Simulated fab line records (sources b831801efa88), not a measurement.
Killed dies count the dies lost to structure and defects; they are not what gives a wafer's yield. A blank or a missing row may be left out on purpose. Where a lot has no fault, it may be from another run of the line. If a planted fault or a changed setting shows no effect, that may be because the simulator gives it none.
Struck lot and sound lot, side by side | flow sfq line | 14 steps out of a route of 325
Sound: wafers L890.1, L890.3, L890.4. The struck wafers were L898.1, L898.4, L898.6. The cause comes at the end.
At each step with rows: each side's tool, then ch and its chambers, then its first start. Under that, the readings that differ: sound wafers | struck wafers | difference of the means | sigmas: that difference in standard deviations of wafers without a fault.
alike: readings whose means differ by less than 2 such deviations, and words and numbers that are the same on both sides. not compared: withheld readings, readings that some wafer has no value for, bounds like >300 that may hide the same value, and numbers for which the record gives no deviation and whose values overlap.
Wherever a step has rows on one side only, a row that says differs or no value, or a row with sigmas, the two part there. When numbers do not overlap yet have no deviation, they are printed without sigmas and do not part them. A reading missing from all wafers of one side parts the sides only when that side holds two or more wafers.

SFQ_M1_OVL_MEAS_911:
  sound on overlay-01 at day 18 18:35; struck on overlay-01 at day 23 13:43
  alike: M1_OVL
SFQ_TRILAYER_M1_BARC_OPEN_METAL_ETCH_054: etches BARC in O2, target depth 125 nm, time 41.7 s.
  sound on rie metal-03 ch 0,1, day 18 18:38; struck on rie metal-03 ch 0,1, day 23 13:45
  alike: drypump motor current A, oes product au
  not compared: rf hours counter h
SFQ_TRILAYER_M1_ETCH_METAL_ETCH_042: etches Nb in Cl2/Ar, stops on SiO2, target depth 240 nm, time 120 s.
  sound on rie metal-03 ch 0,1, day 18 18:41; struck on rie metal-03 ch 0,1, day 23 13:49
  alike: drypump motor current A, oes product au
  not compared: rf hours counter h
then, 2 steps without rows for these wafers: SFQ_TRILAYER_M1_STRIP_STRIP_043 (strips in O2); SFQ_TRILAYER_M1_STRIP_SOLV_CLEAN_044 (cleans in NMP, time 600 s).
SFQ_TRILAYER_I1_DEP_PECVD_045: deposits SiO2 from SiH4/N2O, time 111.11 s, target thk 500 nm.
  sound on pecvd-04 ch 0,2, day 18 19:36; struck on pecvd-04 ch 0,1, day 23 14:43
  alike: heater power w, throttle valve pct
  not compared: since wet clean h
SFQ_TRILAYER_I1_CMP_CMP_046: polishes SiO2.
  sound on cmp-02 ch 1,2,3, day 18 20:22; struck on cmp-01 ch 0,2,3, day 23 23:55
  alike: motor current A, platen rpm, time to endpoint s
SFQ_I1_BOW_MEAS_912:
  sound on film metro-01 at day 18 23:22; struck on film metro-03 at day 24 02:55
  alike: I1_BOW
SFQ_TRILAYER_I1_METRO_MEASURE_047:
  sound on film metro-01 at day 18 23:29; struck on film metro-03 at day 24 03:02
  alike: thk nm
then, 3 steps without rows for these wafers: SFQ_TRILAYER_I1_VIA_LITHO_COAT_054 (resist thk 63.13 nm); SFQ_TRILAYER_I1_VIA_LITHO_COAT_049 (resist thk 650 nm); SFQ_TRILAYER_I1_VIA_LITHO_SOFTBAKE_053.
SFQ_TRILAYER_I1_VIA_LITHO_EXPOSE_050: exposes mask I1, target cd 500 nm.
  sound on krf scanner-01 ch 0, day 20 04:13; struck on krf scanner-01, day 24 08:19
  no value came back on the struck wafers for exposure dose mJ cm2, focus offset nm (nm), sigma outer; on the sound wafers exposure dose mJ cm2 reads 21.286 21.293 21.277
  alike: mask
then, 1 step without rows for these wafers: SFQ_TRILAYER_I1_VIA_LITHO_PEB_052 (peb time 60 s).

WHERE THEY PART
Within this record, at SFQ_TRILAYER_I1_VIA_LITHO_EXPOSE_050 only.

WHY: the cause the simulator had injected
Whole step skipped at SFQ_TRILAYER_I1_VIA_LITHO_EXPOSE_050 on krf scanner-01, starting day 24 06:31. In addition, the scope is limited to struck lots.
